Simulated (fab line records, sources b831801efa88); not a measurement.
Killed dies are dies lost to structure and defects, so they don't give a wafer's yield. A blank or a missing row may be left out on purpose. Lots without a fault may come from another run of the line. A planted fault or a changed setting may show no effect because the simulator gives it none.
One fault seen from 2 desks | flow sky130 | each desk has only its own numbers; what lay behind them comes last

THE TOOL OWNER'S DESK: cvd_w-02
The tool's own readings at SKY_LI_CONTACT_CVD_21 (deposits W, target thk 400 nm, time 120.56 s): means of the sampled wafers that have a number, for each lot that ran on this tool. A lot is out of limits, marked OUT, if its mean lies more than 4 standard deviations from the usual mean; the brackets give that distance.
Columns: A = chamber_pressure_Torr at SKY_LI_CONTACT_CVD_21, usual 39.99 Torr; B = heater_power_w at SKY_LI_CONTACT_CVD_21, usual 839 W; C = susceptor_temp_C at SKY_LI_CONTACT_CVD_21, usual 400.02 C
lot  | first seen here | A     | B   | C
L141 | day 29 17:38    | 39.81 | 925 | 399.91
L145 | day 30 23:58    | 39.95 | 944 | 400.29
L143 | day 31 02:23    | 40.11 | 916 | 399.80
L150 | day 32 15:07    | 39.91 | 928 | 401.89 (+8.5) OUT
L152 | day 33 10:56    | 40.06 | 932 | 401.93 (+8.7) OUT
L163 | day 36 22:15    | 40.00 | 922 | 400.05
This desk's finding: out of limits on L150, L152; first on L150, day 32 15:07 (susceptor_temp_C at SKY_LI_CONTACT_CVD_21). In limits: L141, L145, L143, L163.

THE METROLOGY DESK
What the gauges read, lot by lot, whatever tool the lot ran on: means of the sampled wafers that have a number. A lot is out of limits, marked OUT, if its mean lies more than 4 standard deviations from the usual mean; the brackets give that distance.
Columns: A = LI_CONTACT_W_RS at SKY_LI_CONTACT_RS_MEAS_22, usual 0.286 ohm/sq; B = LI_CONTACT_W_THK at SKY_LI_CONTACT_THK_MEAS_23, usual 398 nm
lot  | first seen here | A     | B
L141 | day 29 17:46    | 0.289 | 392
L145 | day 31 00:05    | 0.291 | 388
L143 | day 31 02:31    | 0.292 | 388
L144 | day 31 03:16    | 0.286 | 399
L150 | day 32 15:14    | 0.275 | 409
L152 | day 33 11:04    | 0.277 | 412
L160 | day 35 21:17    | 0.285 | 401
L161 | day 36 08:08    | 0.283 | 397
L162 | day 36 11:58    | 0.282 | 406
L163 | day 36 22:23    | 0.289 | 396
This desk's finding: nothing out of limits on any of the 10 lots.

PUT TOGETHER
The tool owner's desk could have raised an alarm at day 32 15:07, on L150, L152.
The metrology desk saw nothing out of limits.
The metrology desk has L150, L152 on record, within its limits.
Of the lots named, all ran SKY_LI_CONTACT_CVD_21 on cvd_w-02.

WHAT THE SIMULATOR HAD PUT IN
Process parameter drift: cvd_w-02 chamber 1, from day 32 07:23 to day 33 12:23, at SKY_LI_CONTACT_CVD_21. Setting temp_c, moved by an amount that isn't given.
Lots struck among those shown: L150, L152.
Hours from the fault's start to each desk's first reading out of limits: the tool owner's desk, 8.
